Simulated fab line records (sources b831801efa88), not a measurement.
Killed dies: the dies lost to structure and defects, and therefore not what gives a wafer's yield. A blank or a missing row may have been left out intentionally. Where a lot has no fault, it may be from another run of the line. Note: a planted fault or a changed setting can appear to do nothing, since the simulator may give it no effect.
fab line records    flow sky130
record: lots: 5  wafers: 15  lastDay: 50
route steps=708 shown VIA3@593 METAL4@598 CAP2M@603 PAD_OPEN@708
lots that met no fault: taken from a fault-free run of the same line
startH: start of the lot's first displayed wafer, in hours after the record's first day    waitH: hours elapsed since this lot's preceding step    " unchanged from the row above    L1.1+2: several wafers, shown together as one row    - value missing, or start not given    * or withheld: withheld    < > ~ a bound
route shown NAME@n: a module of which the file shows steps, and the number in the route of the first    usual: average and standard deviation across the fault-free wafers    same: alike in all rows    chamber/n: place in a boat    sites: readings site by site    _std_site: the values' standard deviation    _edge_site: inner sites' mean taken away from outer sites' mean    radiusMm: how far each site lies from the wafer's centre    mask NAME#n: copy n    behind: the tool/chamber that last shaped the wafer    hold: reason for holding the lot/hours on hold/outcome of the hold    device: names the non-switching transistor (n, p or np)    end of line: tests of these same wafers at the route's end    for a step that has no rows: nothing shown but its recipe    killed: dies that structure and defects cost at the first sort, which is not the same as the wafer's yield    map: the dies of a wafer, with x for killed, . for not killed, _ for no die there
set.NAME: the setting as run; set.NAME@STEP: as run at that earlier step    model.NAME: the simulator's own value behind a step, which no gauge read
a table for each step, a row for each wafer; lots at some steps of the route
services: a tool's chamber out of use, with start hour (startH, from the record's first day; less than 0 if before it), hours out, and reason
== steps ==
step: SKY_VIA3_SPUTTER_20
recipe: material: TiN  targetThkNm: 20  chamberPressurePa: 5  powerW: 4000  timeS: 80
usual: throttleValvePct: 29.8/1.1
lot.wafer  tool           chamber  startH   waitH  throttleValvePct
L466.2     pvdSputter-01  -        942.57   0.0    30.2
L466.4     "              -        "        "      28.6
L466.5     "              -        "        "      28.4
L467.1     pvdSputter-03  -        950.92   0.0    31.6
L467.4     "              -        "        "      31.2
L467.5     "              -        "        "      29.5
L478.2     pvdSputter-04  -        1016.40  0.0    30.3
L478.3     "              -        "        "      28.2
L478.5     "              -        "        "      30.4
L484.2     pvdSputter-03  -        1057.81  0.0    29.5
L484.4     "              -        "        "      29.8
L484.5     "              -        "        "      29.5
L486.3     pvdSputter-01  -        1065.87  0.0    29.9
L486.5     "              -        "        "      30.1
L486.6     "              -        "        "      31.2
step: SKY_VIA3_CVD_21
recipe: material: W  targetThkNm: 390  timeS: 117.31  tempC: 400  pressureTorr: 40
step: SKY_VIA3_RS_MEAS_22
recipe: thkMeasGauge: four-point-probe  reads: W_of_VIA3_CVD_21+TiN_of_VIA3_SPUTTER_20
usual: VIA3_W_RS: 0.295/0.0043
lot.wafer  tool          chamber  startH   waitH  VIA3_W_RS[ohm/sq]
L466.2     filmMetro-01  -        942.79   0.1    0.294
L466.4     "             -        "        "      0.292
L466.5     "             -        "        "      0.298
L467.1     filmMetro-02  -        951.11   0.1    0.295
L467.4     "             -        "        "      0.290
L467.5     "             -        "        "      0.293
L478.2     filmMetro-04  -        1016.60  0.1    0.293
L478.3     "             -        "        "      0.291
L478.5     "             -        "        "      0.293
L484.2     filmMetro-01  -        1058.02  0.1    0.302
L484.4     "             -        "        "      0.299
L484.5     "             -        "        "      0.302
L486.3     filmMetro-01  -        1066.09  0.1    0.296
L486.5     "             -        "        "      0.296
L486.6     "             -        "        "      0.302
step: SKY_VIA3_THK_MEAS_23
recipe: thkMeasGauge: xrf  reads: W_of_VIA3_CVD_21
usual: VIA3_W_THK: 411/8.9
lot.wafer  tool          chamber  startH   waitH  VIA3_W_THK[nm]
L466.2     filmMetro-01  -        942.90   0.1    408
L466.4     "             -        "        "      413
L466.5     "             -        "        "      406
L467.1     filmMetro-02  -        951.23   0.1    418
L467.4     "             -        "        "      423
L467.5     "             -        "        "      419
L478.2     filmMetro-04  -        1016.71  0.1    415
L478.3     "             -        "        "      417
L478.5     "             -        "        "      415
L484.2     filmMetro-01  -        1058.13  0.1    402
L484.4     "             -        "        "      408
L484.5     "             -        "        "      404
L486.3     filmMetro-01  -        1066.19  0.1    412
L486.5     "             -        "        "      410
L486.6     "             -        "        "      404
step: SKY_VIA3_CMP_24
recipe: stopOn: SiO2  tOverpolishS: 20  downForcePsi: 3.5  platenRpm: 60  targetThkNm: 0  padVelocityMS: 0.94248
usual: motorCurrentA: 11.4/1  overpolishRunS: 19.999/0.0092  timeToEndpointS: 98/5.9
lot.wafer  tool    chamber  startH   waitH  motorCurrentA  overpolishRunS  timeToEndpointS
L466.4     cmp-01  2        943.05   0.1    11.5           20.001          106
L466.2     "       3        "        "      11.7           20.016          89
L466.5     "       1        "        "      11.4           19.998          101
L467.4     cmp-01  0        951.34   0.1    11.5           20.001          104
L467.1     "       1        "        "      11.6           19.996          100
L467.5     "       3        "        "      12.0           19.992          93
L478.3     cmp-02  3        1016.76  0.0    8.7            20.004          110
L478.2     "       2        "        "      9.9            20.002          109
L478.5     "       3        "        "      8.7            19.985          105
L484.2     cmp-02  2        1058.18  0.0    10.2           19.991          104
L484.4     "       0        "        "      11.7           20.003          96
L484.5     "       2        "        "      9.9            20.019          105
L486.3     cmp-01  2        1066.38  0.2    11.8           20.008          100
L486.6     "       3        "        "      12.0           20.006          89
L486.5     "       0        "        "      12.1           20.008          102
step: SKY_METAL4_SPUTTER_00
recipe: material: Ti  targetThkNm: 15  powerW: 3000  timeS: 10  chamberPressurePa: 0.4
usual: throttleValvePct: 29.8/1.2
lot.wafer  tool           chamber  startH   waitH  throttleValvePct
L466.2     pvdSputter-02  -        943.25   0.1    28.6
L466.4     "              -        "        "      31.4
L466.5     "              -        "        "      30.9
L467.1     pvdSputter-02  -        951.59   0.1    30.4
L467.4     "              -        "        "      28.8
L467.5     "              -        "        "      31.6
L478.2     pvdSputter-01  -        1017.06  0.1    28.7
L478.3     "              -        "        "      31.2
L478.5     "              -        "        "      31.1
L484.2     pvdSputter-04  -        1058.48  0.2    30.2
L484.4     "              -        "        "      30.4
L484.5     "              -        "        "      30.3
L486.3     pvdSputter-04  -        1066.53  0.1    30.7
L486.5     "              -        "        "      30.0
L486.6     "              -        "        "      30.2
step: SKY_METAL4_SPUTTER_01
recipe: material: TiN  targetThkNm: 20  powerW: 6500  timeS: 16.7  chamberPressurePa: 0.4
step: SKY_METAL4_SPUTTER_02
recipe: material: AlCu  targetThkNm: 735  powerW: 10600  timeS: 39.1  chamberPressurePa: 0.4
step: SKY_METAL4_SPUTTER_03
recipe: material: Ti  targetThkNm: 5  powerW: 3000  timeS: 3.3  chamberPressurePa: 0.4
usual: throttleValvePct: 29.8/1.3
lot.wafer  tool           chamber  startH   waitH  throttleValvePct
L466.2     pvdSputter-02  -        943.33   0.0    28.8
L466.4     "              -        "        "      31.8
L466.5     "              -        "        "      31.1
L467.1     pvdSputter-02  -        951.67   0.0    30.0
L467.4     "              -        "        "      29.0
L467.5     "              -        "        "      31.5
L478.2     pvdSputter-01  -        1017.15  0.0    28.8
L478.3     "              -        "        "      31.7
L478.5     "              -        "        "      31.4
L484.2     pvdSputter-04  -        1058.56  0.0    30.6
L484.4     "              -        "        "      30.1
L484.5     "              -        "        "      30.2
L486.3     pvdSputter-04  -        1066.62  0.0    30.5
L486.5     "              -        "        "      30.6
L486.6     "              -        "        "      30.3
step: SKY_METAL4_SPUTTER_04
recipe: material: TiN  targetThkNm: 70  powerW: 6500  timeS: 58.3  chamberPressurePa: 0.4
step: SKY_CAP2M_CVD_00
recipe: material: SiO2  targetThkNm: 15.5  tempC: 400  timeS: withheld  rfW: 450
step: SKY_CAP2M_THK_MEAS_01
recipe: reads: SiO2_of_CAP2M_CVD_00
usual: CAP2M_CVD_00_THK: 15.47/0.28
lot.wafer  tool          chamber  startH   waitH  CAP2M_CVD_00_THK[nm]
L466.2     filmMetro-01  -        943.43   -      15.74
L466.4     "             -        "        "      15.89
L466.5     "             -        "        "      15.74
L467.1     filmMetro-01  -        951.76   -      15.13
L467.4     "             -        "        "      15.33
L467.5     "             -        "        "      15.38
L478.2     filmMetro-01  -        1017.25  -      15.07
L478.3     "             -        "        "      15.27
L478.5     "             -        "        "      15.62
L484.2     filmMetro-01  -        1058.66  -      15.07
L484.4     "             -        "        "      15.50
L484.5     "             -        "        "      15.45
L486.3     filmMetro-04  -        1066.73  -      15.09
L486.5     "             -        "        "      15.28
L486.6     "             -        "        "      15.10
step: SKY_CAP2M_SPUTTER_02
recipe: material: TiN  targetThkNm: 200  tempC: 300  powerW: 6500  timeS: 166.7  chamberPressurePa: 0.4
usual: throttleValvePct: 30.0/1
lot.wafer  tool           chamber  startH   waitH  throttleValvePct  model.TiN_of_CAP2M_SPUTTER_02.thkNm
L466.2     pvdSputter-03  -        943.48   0.0    31.1              200.5
L466.4     "              -        "        "      31.3              202.2
L466.5     "              -        "        "      29.1              202.6
L467.1     pvdSputter-01  -        951.82   0.1    28.5              201.4
L467.4     "              -        "        "      30.0              200.1
L467.5     "              -        "        "      30.1              202.5
L478.2     pvdSputter-03  -        1017.30  0.0    31.0              200.9
L478.3     "              -        "        "      29.8              182
L478.5     "              -        "        "      31.4              200.3
L484.2     pvdSputter-02  -        1058.71  0.0    30.1              198.2
L484.4     "              -        "        "      31.3              206.5
L484.5     "              -        "        "      30.6              198.4
L486.3     pvdSputter-01  -        1066.77  0.0    27.9              195.7
L486.5     "              -        "        "      31.6              198.9
L486.6     "              -        "        "      30.0              196.4
step: SKY_CAP2M_RS_MEAS_03
recipe: thkMeasGauge: four-point-probe  reads: TiN_of_CAP2M_SPUTTER_02
usual: CAP2M_TIN_RS: 6.88/0.092
lot.wafer  tool          chamber  startH   waitH  CAP2M_TIN_RS[ohm/sq]
L466.2     filmMetro-03  -        943.61   0.1    6.89
L466.4     "             -        "        "      6.84
L466.5     "             -        "        "      6.82
L467.1     filmMetro-04  -        951.93   0.1    6.86
L467.4     "             -        "        "      6.91
L467.5     "             -        "        "      6.82
L478.2     filmMetro-01  -        1017.43  0.1    6.89
L478.3     "             -        "        "      7.60
L478.5     "             -        "        "      6.91
L484.2     filmMetro-01  -        1058.84  0.1    6.98
L484.4     "             -        "        "      6.69
L484.5     "             -        "        "      6.97
L486.3     filmMetro-03  -        1066.92  0.1    7.05
L486.5     "             -        "        "      6.94
L486.6     "             -        "        "      7.04
step: SKY_CAP2M_THK_MEAS_04
recipe: thkMeasGauge: xrf  reads: TiN_of_CAP2M_SPUTTER_02
usual: CAP2M_TIN_THK: 199.8/2.8
lot.wafer  tool          chamber  startH   waitH  CAP2M_TIN_THK[nm]
L466.2     filmMetro-03  -        943.72   0.1    196.7
L466.4     "             -        "        "      199.5
L466.5     "             -        "        "      199.3
L467.1     filmMetro-04  -        952.05   0.1    202.8
L467.4     "             -        "        "      201.0
L467.5     "             -        "        "      203.0
L478.2     filmMetro-01  -        1017.54  0.1    201.9
L478.3     "             -        "        "      182.7
L478.5     "             -        "        "      200.6
L484.2     filmMetro-01  -        1058.95  0.1    197.8
L484.4     "             -        "        "      205.4
L484.5     "             -        "        "      196.7
L486.3     filmMetro-03  -        1067.02  0.1    194.5
L486.5     "             -        "        "      197.1
L486.6     "             -        "        "      194.4
step: SKY_CAP2M_DEHYDRATE_05
recipe: tempC: 200  timeS: 60
step: SKY_CAP2M_HMDS_06
recipe: primeTimeS: 60  primeTempC: 120
step: SKY_CAP2M_COAT_07
recipe: resist: NOVOLAK  spinRpm: 3000  resistThkNm: 1140
step: SKY_CAP2M_SOFTBAKE_08
recipe: tempC: 90  timeS: 60  resist: NOVOLAK
step: SKY_CAP2M_EXPOSE_09
recipe: maskId: CAP2M  na: 0.6  sourceShape: conventional  sigmaOuter: 0.6  polarization: unpolarized  targetCdNm: 1000  doseMj: 159
step: SKY_CAP2M_PEB_10
recipe: tempC: withheld  timeS: *  resist: NOVOLAK
step: SKY_CAP2M_DEVELOP_11
recipe: resist: NOVOLAK  developer: TMAH  developTimeS: 60  devTempC: 23
step: SKY_CAP2M_OVL_MEAS_12
usual: CAP2M_OVL: -0.4/1.2
lot.wafer  tool        chamber  startH   waitH  CAP2M_OVL[nm]
L466.2     overlay-02  -        968.46   0.1    -0.6
L466.4     "           -        "        "      1.3
L466.5     "           -        "        "      1.9
L467.1     overlay-01  -        976.46   0.1    -1.0
L467.4     "           -        "        "      0.2
L467.5     "           -        "        "      -1.4
L478.2     overlay-02  -        1040.66  0.1    -1.5
L478.3     "           -        "        "      -0.4
L478.5     "           -        "        "      -0.6
L484.2     overlay-01  -        1080.50  0.1    -0.2
L484.4     "           -        "        "      0.9
L484.5     "           -        "        "      0.9
L486.3     overlay-01  -        1087.96  0.1    -3.0
L486.5     "           -        "        "      -2.6
L486.6     "           -        "        "      -3.4
step: SKY_CAP2M_METAL_ETCH_13
recipe: targetDepthNm: 220  stopOn: SiO2  chemistry: Cl2/BCl3  target: TiN  pressureMtorr: 10  icpW: 900  biasW: 48.5  Cl2_flow_sccm: 60  bcl3FlowSccm: 30  timeS: 62.9
usual: bcl3FlowSccm: 30.01/0.09  drypumpMotorCurrentA: 5.8/0.39  oesProductAu: 0.943/0.0089  throttleValvePct: 21.901/0.011
lot.wafer  tool         chamber  startH   waitH  bcl3FlowSccm  drypumpMotorCurrentA  oesProductAu  rfHoursCounterH  throttleValvePct
L466.2     rieMetal-02  1        968.49   0.0    29.87         5.7                   0.943         4                21.910
L466.4     "            0        "        "      30.01         5.7                   0.945         -                21.889
L466.5     "            1        "        "      30.04         5.7                   0.943         -                21.893
L467.1     rieMetal-04  1        976.49   0.0    29.98         5.7                   0.943         11               21.908
L467.4     "            1        "        "      29.97         5.7                   0.941         -                21.905
L467.5     "            0        "        "      29.91         6.4                   0.950         -                21.909
L478.2     rieMetal-02  1        1040.69  0.0    29.92         5.8                   0.946         8                21.898
L478.3     "            1        "        "      29.98         5.8                   0.892         -                21.933
L478.5     "            1        "        "      30.07         5.8                   0.948         -                21.914
L484.2     rieMetal-01  0        1080.53  0.0    29.95         5.7                   0.935         19               21.897
L484.4     "            1        "        "      30.05         5.2                   0.960         -                21.875
L484.5     "            1        "        "      30.00         5.2                   0.939         -                21.900
L486.3     rieMetal-04  0        1088.01  0.0    29.95         6.5                   0.927         -                21.909
L486.5     "            0        "        "      29.86         6.4                   0.942         -                21.912
L486.6     "            1        "        "      30.13         5.7                   0.929         -                21.904
step: SKY_CAP2M_STRIP_14
recipe: chemistry: O2/N2  powerW: 1400  pressureMtorr: 1500  platenTempC: withheld  o2FlowSccm: 3000  n2FlowSccm: 300  overashFraction: 0.5
step: SKY_CAP2M_STRIP_15
recipe: chemistry: postEtchResidueRemover  timeS: 1200  tempC: 72.5
step: SKY_CAP2M_CLEAN_16
recipe: chemistry: IPA  timeS: 180  tempC: 25
step: SKY_CAP2M_CLEAN_17
recipe: chemistry: O3/DIW  dry: n2Spin
step: SKY_METAL4_DEHYDRATE_05
recipe: tempC: 200  timeS: 60
step: SKY_METAL4_HMDS_06
recipe: primeTimeS: 60  primeTempC: 120
step: SKY_METAL4_COAT_07
recipe: resist: BARC  tempC: withheld  timeS: withheld  spinRpm: 3000  resistThkNm: 60
step: SKY_METAL4_COAT_08
recipe: resist: KrF-thick  spinRpm: 3000  resistThkNm: 1140
step: SKY_METAL4_SOFTBAKE_09
recipe: tempC: 100  timeS: 90  resist: KrF-thick
step: SKY_METAL4_EXPOSE_10
recipe: maskId: MM4  na: 0.68  sourceShape: annular  sigmaInner: 0.4  sigmaOuter: 0.8  targetCdNm: 300  doseMj: 28
step: SKY_METAL4_PEB_11
recipe: pebTempC: withheld  pebTimeS: withheld  resist: KrF-thick
step: SKY_METAL4_DEVELOP_12
recipe: developTimeS: 60  resist: KrF-thick  devTempC: 21
step: SKY_METAL4_CD_MEAS_13
recipe: targetCdNm: 300
usual: cdNm: 299.6/1.1
lot.wafer  tool      chamber  startH   waitH  cdNm
L466.2     cdSem-01  -        993.36   -      298.5
L466.4     "         -        "        "      299.9
L466.5     "         -        "        "      300.1
L467.1     cdSem-02  -        1001.09  -      300.6
L467.4     "         -        "        "      300.1
L467.5     "         -        "        "      300.9
L478.2     cdSem-02  -        1063.80  -      300.5
L478.3     "         -        "        "      301.2
L478.5     "         -        "        "      300.2
L484.2     cdSem-01  -        1102.23  -      301.0
L484.4     "         -        "        "      301.3
L484.5     "         -        "        "      300.5
L486.3     cdSem-02  -        1109.52  -      300.9
L486.5     "         -        "        "      300.9
L486.6     "         -        "        "      300.2
step: SKY_METAL4_OVL_MEAS_14
usual: METAL4_OVL: 0/5.3
lot.wafer  tool        chamber  startH   waitH  METAL4_OVL[nm]
L466.2     overlay-02  -        993.47   0.1    13
L466.4     "           -        "        "      -4
L466.5     "           -        "        "      1
L467.1     overlay-01  -        1001.21  0.1    -4
L467.4     "           -        "        "      3
L467.5     "           -        "        "      -5
L478.2     overlay-02  -        1063.90  0.1    2
L478.3     "           -        "        "      6
L478.5     "           -        "        "      -1
L484.2     overlay-02  -        1102.34  0.1    -10
L484.4     "           -        "        "      3
L484.5     "           -        "        "      3
L486.3     overlay-01  -        1109.61  0.1    7
L486.5     "           -        "        "      -3
L486.6     "           -        "        "      6
step: SKY_METAL4_DESCUM_15
recipe: chemistry: O2  sourcePowerW: 150  biasPowerW: 0  pressureMtorr: 10  tempC: 40  timeS: 8
step: SKY_METAL4_ETCH_16
recipe: chemistry: N2/H2  target: BARC  ionEnergyEv: 200  biasW: 100  pressureMtorr: 30  n2FlowSccm: 100  h2FlowSccm: 200  icpW: 500  stopOn: SiO2  timeS: 88.2  targetDepthA: 600
step: SKY_METAL4_ETCH_17
recipe: target: SiO2  stopOn: TiN  chemistry: C4F8/O2/Ar  sourceW: 1500  biasW: 1200  pressureMtorr: 40  c4f8FlowSccm: withheld  O2_flow_sccm: 6  Ar_flow_sccm: 300  timeS: 3.9  targetDepthA: 150
usual: oesProductAu: 0.753/0.0085
lot.wafer  tool        chamber  startH   waitH  oesProductAu  rfHoursCounterH
L466.2     rieDiel-02  2        993.63   0.1    0.754         3
L466.4     "           0        "        "      0.752         17
L466.5     "           3        "        "      0.763         -
L467.1     rieDiel-02  3        1001.38  0.1    0.746         19
L467.4     "           1        "        "      0.749         15
L467.5     "           1        "        "      0.751         -
L478.2     rieDiel-02  3        1064.06  0.1    0.749         21
L478.3     "           2        "        "      0.752         6
L478.5     "           0        "        "      0.757         -
L484.2     rieDiel-01  0        1102.50  0.1    0.746         28
L484.4     "           0        "        "      0.752         -
L484.5     "           3        "        "      0.745         -
L486.3     rieDiel-01  3        1109.81  0.0    0.736         12
L486.5     "           1        "        "      0.748         -
L486.6     "           0        "        "      0.750         -
step: SKY_METAL4_METAL_ETCH_18
recipe: targetDepthA: 8450  stopOn: SiO2  overEtchFrac: 0.3  timeS: 183.1  chemistry: Cl2/BCl3  resistSidewallDeg: 88  pressureMtorr: 10  icpW: 900  biasW: 48.5  Cl2_flow_sccm: 60  bcl3FlowSccm: 30
step: SKY_METAL4_STRIP_20
recipe: chemistry: postEtchResidueRemover  timeS: 1200  tempC: 72.5
usual: bathHeatDutyPct: 14.0/1.8  tempC: 72.50/0.12
lot.wafer  tool         chamber  startH   waitH  bathHeatDutyPct  tempC  model.TiN_of_CAP2M_SPUTTER_02.thkNm
L466.2     wetBench-03  3        993.93   0.1    16.2             72.28  199.6
L466.4     "            3        "        "      14.2             72.32  201.4
L466.5     "            3        "        "      15.3             72.46  201.8
L467.1     wetBench-03  2        1001.68  0.1    12.6             72.52  200.6
L467.4     "            2        "        "      11.5             72.43  199.3
L467.5     "            2        "        "      12.0             72.47  201.7
L478.2     wetBench-04  2        1064.36  0.1    13.8             72.57  200.1
L478.3     "            2        "        "      12.9             72.53  181.2
L478.5     "            2        "        "      11.9             72.41  199.4
L484.2     wetBench-01  1        1102.80  0.1    14.0             72.37  197.4
L484.4     "            1        "        "      14.9             72.41  205.7
L484.5     "            1        "        "      15.2             72.46  197.6
L486.3     wetBench-01  1        1110.10  0.0    14.9             72.40  194.9
L486.5     "            1        "        "      15.5             72.68  198
L486.6     "            1        "        "      13.7             72.63  195.6
step: SKY_PAD_OPEN_PROBE_99
usual: defectLimitedYield: 82.4/2  killed_at_M0_to_M3: 43/6.7  killed_at_M4_up: 3.2/2.1  killedAtContacts: 25/5.9  killedAtFrontEnd: 16/4.7  killedAtOther: 0.3/0.54  killedDies: 87/9.8  killedOpen: 47/6.7  killedShort: 40/6.5  sort_bin_3_pad_short: 0.9/0.45  sort_bin_5_function: 10.5/1.5  sort_bin_6_memory: 6.2/1.2  sortNPass: 405/9.8  sortYieldPct: 82.4/2
same: grossDies: 492  killedAtBackSide: 0  sort_bin_4_leakage[%]: 0  sort_bin_8_speed[%]: 0
lot.wafer  tool       chamber  startH   waitH  defectLimitedYield[%]  killed_at_M0_to_M3  killed_at_M4_up  killedAtContacts  killedAtFrontEnd  killedAtOther  killedDies  killedOpen  killedShort  sort_bin_3_pad_short[%]  sort_bin_5_function[%]  sort_bin_6_memory[%]  sortNPass  sortYieldPct[%]  model.etest.capMim2.plateOhmSq  model.etest.capMim2.leakLog10ACm2
L466.2     prober-02  -        1089.31  0.1    83.7                   48                  5                19                8                 0              80          50          30           0.8                      11.2                    4.3                   412        83.7             5.986                           -8.937
L466.4     prober-02  -        1089.41  0.2    84.8                   41                  1                18                13                2              75          41          34           0.4                      9.6                     5.3                   417        84.8             5.992                           -8.954
L466.5     prober-02  -        1089.46  0.2    80.3                   51                  2                29                14                1              97          50          47           1.4                      11.2                    7.1                   395        80.3             5.886                           -9.007
L467.1     prober-01  -        1096.91  0.1    78.7                   54                  0                36                15                0              105         58          46           0.6                      12.6                    8.1                   387        78.7             5.949                           -8.778
L467.4     prober-01  -        1097.06  0.2    79.5                   46                  4                28                23                0              101         47          54           1.2                      13.4                    5.9                   391        79.5             6.021                           -8.798
L467.5     prober-01  -        1097.11  0.2    77.6                   53                  2                30                25                0              110         49          59           1.2                      14.0                    7.1                   382        77.6             5.901                           -9.01
L478.2     prober-02  -        1150.74  0.1    82.5                   44                  2                24                16                0              86          49          36           1.0                      10.0                    6.5                   406        82.5             5.987                           -8.888
L478.3     prober-02  -        1150.80  0.2    82.7                   43                  5                25                11                1              85          51          34           0.8                      12.2                    4.3                   407        82.7             6.604                           -8.8
L478.5     prober-02  -        1150.89  0.2    80.3                   43                  2                28                23                1              97          50          47           0.8                      12.6                    6.3                   395        80.3             5.976                           -9.159
L484.2     prober-02  -        1182.03  0.1    83.1                   41                  5                20                17                0              83          45          37           0.8                      9.3                     6.7                   409        83.1             6.065                           -8.851
L484.4     prober-02  -        1182.13  0.2    83.5                   43                  6                20                11                1              81          42          39           0.6                      9.6                     6.3                   411        83.5             5.775                           -8.968
L484.5     prober-02  -        1182.18  0.2    84.6                   35                  1                20                20                0              76          40          36           1.0                      9.8                     4.7                   416        84.6             5.996                           -8.914
L486.3     prober-02  -        1188.95  0.2    82.1                   48                  7                17                16                0              88          41          47           1.0                      11.6                    5.3                   404        82.1             6.065                           -9.061
L486.5     prober-02  -        1189.05  0.2    88.2                   24                  3                19                12                0              58          40          18           0.8                      7.5                     3.5                   434        88.2             5.976                           -8.991
L486.6     prober-02  -        1189.10  0.2    81.5                   38                  11               22                20                0              91          46          45           0.6                      12.4                    5.5                   401        81.5             6.123                           -8.924
killed by level:class
L466.2 VIA1:geometricParticle:open=13 VIA2:geometricParticle:open=9 CONTACT:geometricParticle:open=9 VIA3:geometricParticle:open=6 LI_CONTACT:geometricParticle:short=4 METAL3:geometricParticle:short=4 METAL1:geometricParticle:open=4 VIA2:geometricParticle:short=4
L466.4 METAL1:geometricParticle:short=9 CONTACT:geometricParticle:open=7 VIA1:geometricParticle:open=6 LI_CONTACT:geometricParticle:open=6 VIA3:geometricParticle:open=5 FIELD_ISO:geometricParticle:short=4 POLY_GATE:geometricParticle:open=4 VIA2:geometricParticle:short=4
L466.5 CONTACT:geometricParticle:open=11 VIA2:geometricParticle:open=10 METAL2:geometricParticle:short=8 LI_CONTACT:geometricParticle:open=6 CONTACT:geometricParticle:short=6 METAL1:geometricParticle:open=6 VIA1:geometricParticle:open=5 METAL3:geometricParticle:short=5
L467.1 LI_CONTACT:geometricParticle:open=9 CONTACT:geometricParticle:open=9 VIA1:geometricParticle:open=9 VIA2:geometricParticle:open=9 VIA3:geometricParticle:open=9 CONTACT:geometricParticle:short=8 LI_CONTACT:geometricParticle:short=6 METAL1:geometricParticle:short=6
L467.4 VIA3:geometricParticle:open=9 METAL2:geometricParticle:short=9 LI_CONTACT:geometricParticle:open=8 LI_CONTACT:geometricParticle:short=7 VIA1:geometricParticle:open=7 CONTACT:geometricParticle:open=6 VIA1:geometricParticle:short=6 METAL3:geometricParticle:short=6
L467.5 METAL1:geometricParticle:short=12 VIA2:geometricParticle:open=9 LI_CONTACT:geometricParticle:open=9 METAL2:geometricParticle:short=9 CONTACT:geometricParticle:open=8 LI_CONTACT:geometricParticle:short=8 POLY_GATE:geometricParticle:open=7 POLY_GATE:geometricParticle:short=7
L478.2 VIA1:geometricParticle:open=19 LI_CONTACT:geometricParticle:open=8 CONTACT:geometricParticle:open=7 METAL2:geometricParticle:short=6 VIA2:geometricParticle:open=5 FIELD_ISO:geometricParticle:open=4 POLY_GATE:geometricParticle:short=4 LOCAL_INTERCONNECT:geometricParticle:short=4
L478.3 CONTACT:geometricParticle:open=13 VIA1:geometricParticle:open=9 LI_CONTACT:geometricParticle:open=6 METAL1:geometricParticle:short=6 VIA2:geometricParticle:open=6 VIA3:geometricParticle:open=5 FIELD_ISO:geometricParticle:open=4 POLY_GATE:geometricParticle:short=4
L478.5 CONTACT:geometricParticle:open=12 FIELD_ISO:geometricParticle:open=7 VIA1:geometricParticle:open=7 FIELD_ISO:geometricParticle:short=6 VIA3:geometricParticle:open=6 POLY_GATE:geometricParticle:short=6 LI_CONTACT:geometricParticle:open=6 LOCAL_INTERCONNECT:geometricParticle:short=5
L484.2 VIA3:geometricParticle:open=12 POLY_GATE:geometricParticle:short=7 CONTACT:geometricParticle:open=7 VIA1:geometricParticle:open=7 CONTACT:geometricParticle:short=6 POLY_GATE:geometricParticle:open=5 VIA2:geometricParticle:open=5 VIA2:geometricParticle:short=4
L484.4 VIA2:geometricParticle:open=7 CONTACT:geometricParticle:open=7 METAL1:geometricParticle:short=7 METAL2:geometricParticle:short=6 VIA1:geometricParticle:open=6 CONTACT:geometricParticle:short=5 VIA3:geometricParticle:open=4 LI_CONTACT:geometricParticle:open=4
L484.5 VIA1:geometricParticle:open=7 POLY_GATE:geometricParticle:open=6 CONTACT:geometricParticle:short=6 VIA2:geometricParticle:open=6 FIELD_ISO:geometricParticle:short=5 POLY_GATE:geometricParticle:short=5 CONTACT:geometricParticle:open=5 LI_CONTACT:geometricParticle:open=4
L486.3 METAL1:geometricParticle:short=9 VIA2:geometricParticle:open=9 CONTACT:geometricParticle:open=7 METAL4:geometricParticle:short=7 VIA1:geometricParticle:open=5 VIA3:geometricParticle:open=5 POLY_GATE:geometricParticle:open=4 CONTACT:geometricParticle:short=4
L486.5 LI_CONTACT:geometricParticle:open=12 VIA1:geometricParticle:open=7 CONTACT:geometricParticle:open=6 FIELD_ISO:geometricParticle:open=3 POLY_GATE:geometricParticle:short=3 POLY_GATE:geometricParticle:open=3 VIA2:geometricParticle:open=3 METAL1:geometricParticle:short=3
L486.6 CONTACT:geometricParticle:open=10 VIA1:geometricParticle:open=10 METAL2:geometricParticle:short=8 METAL4:geometricParticle:short=7 FIELD_ISO:geometricParticle:open=6 POLY_GATE:geometricParticle:short=5 POLY_GATE:geometricParticle:open=5 FIELD_ISO:geometricParticle:short=4
== services ==
tool           chamber  startH   hours  kind
rieDiel-01     -        932.83   2.8    pm
rieMetal-04    -        937.36   1.5    repair
rieMetal-04    1        949.25   5.2    repair
rieDiel-02     2        949.96   18.0   repair
pvdSputter-04  -        950.52   1.9    repair
cmp-02         -        957.90   1.1    repair
rieMetal-04    -        966.36   0.9    repair
cmp-02         -        991.69   18.6   pm
pvdSputter-04  -        993.66   4.9    repair
rieDiel-02     1        1003.99  8.1    repair
cmp-02         -        1011.35  2.3    repair
pvdSputter-03  -        1019.12  0.8    repair
rieDiel-02     -        1019.92  0.9    repair
wetBench-01    -        1019.98  0.7    repair
rieMetal-04    -        1040.55  1.4    pm
rieMetal-04    -        1056.39  3.9    repair
pvdSputter-01  -        1058.37  2.1    repair
cmp-02         -        1082.50  4.4    repair
cmp-02         -        1086.86  4.0    pm
cmp-02         -        1089.75  0.6    repair
cmp-02         -        1090.86  -      consumableReplace:conditioner
cmp-02         -        1090.86  -      consumableReplace:pad
rieDiel-01     2        1092.81  10.0   repair
cmp-01         -        1103.30  4.3    pm
== key ==
firstSign: step: SKY_CAP2M_RS_MEAS_03  reading: CAP2M_TIN_RS  direction: up  sigmas: 7.8  usual: 6.88  struck: 7.60
effect: step: SKY_CAP2M_THK_MEAS_04  reading: CAP2M_TIN_THK  direction: down  sigmas: 6  usual: 199.8  struck: 182.7
effect: step: SKY_CAP2M_METAL_ETCH_13  reading: oesProductAu  direction: down  sigmas: 5.7  usual: 0.943  struck: 0.892
modelEffect: step: SKY_CAP2M_SPUTTER_02  value: TiN_of_CAP2M_SPUTTER_02.thkNm  without: 200.5  struck: 182
modelEffect: step: SKY_METAL4_STRIP_20  value: TiN_of_CAP2M_SPUTTER_02.thkNm  without: 199.6  struck: 181.2
modelEffect: step: SKY_PAD_OPEN_PROBE_99  value: etest.capMim2.plateOhmSq  without: 5.997  struck: 6.604
metAt SKY_CAP2M_SPUTTER_02
struckWafers L478.3
onsetBetween 943.48 1017.30
fault: kind: processParameterDrift  tool: pvdSputter-03  chamber: -  onsetH: 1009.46  steps: SKY_CAP2M_SPUTTER_02  channel: timeS  offset: *  shape: step  endH: 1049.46  scope: struckWafersOnly  actsIn: *  stated: *
